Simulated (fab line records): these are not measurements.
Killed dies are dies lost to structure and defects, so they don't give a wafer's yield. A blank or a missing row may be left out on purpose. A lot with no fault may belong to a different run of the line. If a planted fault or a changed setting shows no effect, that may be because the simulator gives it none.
Matching of chambers || flow gf180mcu || rie_diel-02 running GF_POLY_GATE_ETCH_12: 4 sister chambers
The step etches BARC in N2/H2. 16 wafers are shown with their chamber, then 8 later ones without.

EACH WAFER AND ITS CHAMBER
{"wafer": "L078.2", "chamber": 2, "drypump_motor_current_A (A)": 6.4, "oes_product_au (a.u.)": 0.734, "throttle_valve_pct (%)": 13.208}
{"wafer": "L078.3", "chamber": 3, "drypump_motor_current_A (A)": 5.5, "oes_product_au (a.u.)": 0.735, "throttle_valve_pct (%)": 13.233}
{"wafer": "L078.6", "chamber": 3, "drypump_motor_current_A (A)": 5.5, "oes_product_au (a.u.)": 0.734, "throttle_valve_pct (%)": 13.224}
{"wafer": "L082.3", "chamber": 3, "drypump_motor_current_A (A)": 5.5, "oes_product_au (a.u.)": 0.739, "throttle_valve_pct (%)": 13.232}
{"wafer": "L082.4", "chamber": 2, "drypump_motor_current_A (A)": 6.4, "oes_product_au (a.u.)": 0.731, "throttle_valve_pct (%)": 13.242}
{"wafer": "L082.6", "chamber": 1, "drypump_motor_current_A (A)": 5.7, "oes_product_au (a.u.)": 0.731, "throttle_valve_pct (%)": 13.217}
{"wafer": "L083.1", "chamber": 0, "drypump_motor_current_A (A)": 5.9, "oes_product_au (a.u.)": 0.737, "throttle_valve_pct (%)": 13.203}
{"wafer": "L083.2", "chamber": 3, "drypump_motor_current_A (A)": 5.5, "oes_product_au (a.u.)": 0.736, "throttle_valve_pct (%)": 13.225}
{"wafer": "L083.3", "chamber": 2, "drypump_motor_current_A (A)": 6.4, "oes_product_au (a.u.)": 0.741, "throttle_valve_pct (%)": 13.208}
{"wafer": "L084.1", "chamber": 3, "drypump_motor_current_A (A)": 5.5, "oes_product_au (a.u.)": 0.733, "throttle_valve_pct (%)": 13.231}
{"wafer": "L084.3", "chamber": 2, "drypump_motor_current_A (A)": 6.4, "oes_product_au (a.u.)": 0.745, "throttle_valve_pct (%)": 13.218}
{"wafer": "L084.4", "chamber": 0, "drypump_motor_current_A (A)": 5.9, "oes_product_au (a.u.)": 0.739, "throttle_valve_pct (%)": 13.227}
{"wafer": "L085.1", "chamber": 2, "drypump_motor_current_A (A)": 6.4, "oes_product_au (a.u.)": 0.735, "throttle_valve_pct (%)": 13.219}
{"wafer": "L085.5", "chamber": 0, "drypump_motor_current_A (A)": 5.9, "oes_product_au (a.u.)": 0.736, "throttle_valve_pct (%)": 13.221}
{"wafer": "L085.6", "chamber": 3, "drypump_motor_current_A (A)": 5.5, "oes_product_au (a.u.)": 0.728, "throttle_valve_pct (%)": 13.210}
{"wafer": "L088.3", "chamber": 0, "drypump_motor_current_A (A)": 5.8, "oes_product_au (a.u.)": 0.735, "throttle_valve_pct (%)": 13.225}

SIGNATURES (averages over the wafers above)
{"reading": "drypump_motor_current_A", "chamber 0": 5.875, "chamber 1": 5.700, "chamber 2": 6.400, "chamber 3": 5.500, "scatter within a chamber": 0.025}
{"reading": "oes_product_au", "chamber 0": 0.73675, "chamber 1": 0.73100, "chamber 2": 0.73720, "chamber 3": 0.73417, "scatter within a chamber": 0.00413}
{"reading": "throttle_valve_pct", "chamber 0": 13.21900, "chamber 1": 13.21700, "chamber 2": 13.21900, "chamber 3": 13.22583, "scatter within a chamber": 0.0112}
Rule: a wafer's distance from a chamber is the root of the sum, over the readings, of the square of ((its reading less the chamber's mean) divided by the reading's scatter). The wafer belongs to the nearest chamber; if the next one is less than 2 further off, it can't be placed. How the scatter is found: for the shown wafers, subtract from each reading the mean of its chamber, square and add these, divide the total by (wafers less chambers), then take the root.

WAFERS WITH NO CHAMBER GIVEN
{"wafer": "L088.4", "drypump_motor_current_A (A)": 6.4, "oes_product_au (a.u.)": 0.732, "throttle_valve_pct (%)": 13.236}
{"wafer": "L088.6", "drypump_motor_current_A (A)": 6.4, "oes_product_au (a.u.)": 0.736, "throttle_valve_pct (%)": 13.213}
{"wafer": "L095.1", "drypump_motor_current_A (A)": 5.6, "oes_product_au (a.u.)": 0.738, "throttle_valve_pct (%)": 13.225}
{"wafer": "L095.3", "drypump_motor_current_A (A)": 6.4, "oes_product_au (a.u.)": 0.735, "throttle_valve_pct (%)": 13.210}
{"wafer": "L095.6", "drypump_motor_current_A (A)": 5.9, "oes_product_au (a.u.)": 0.727, "throttle_valve_pct (%)": 13.219}
{"wafer": "L097.1", "drypump_motor_current_A (A)": 6.4, "oes_product_au (a.u.)": 0.736, "throttle_valve_pct (%)": 13.212}
{"wafer": "L097.2", "drypump_motor_current_A (A)": 5.5, "oes_product_au (a.u.)": 0.739, "throttle_valve_pct (%)": 13.212}
{"wafer": "L097.5", "drypump_motor_current_A (A)": 5.5, "oes_product_au (a.u.)": 0.738, "throttle_valve_pct (%)": 13.216}

EACH ONE'S CHAMBER
{"wafer": "L088.4", "from the rows above": 2, "in truth": 2}
{"wafer": "L088.6", "from the rows above": 2, "in truth": 2}
{"wafer": "L095.1", "from the rows above": "can't be placed: 3 or 1", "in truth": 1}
{"wafer": "L095.3", "from the rows above": 2, "in truth": 2}
{"wafer": "L095.6", "from the rows above": 0, "in truth": 0}
{"wafer": "L097.1", "from the rows above": 2, "in truth": 2}
{"wafer": "L097.2", "from the rows above": 3, "in truth": 3}
{"wafer": "L097.5", "from the rows above": 3, "in truth": 3}
Correctly placed: 7 of 8. Can't be placed from these rows: 1 (the true chamber is among the candidates in 1). Number placed wrongly: 0.
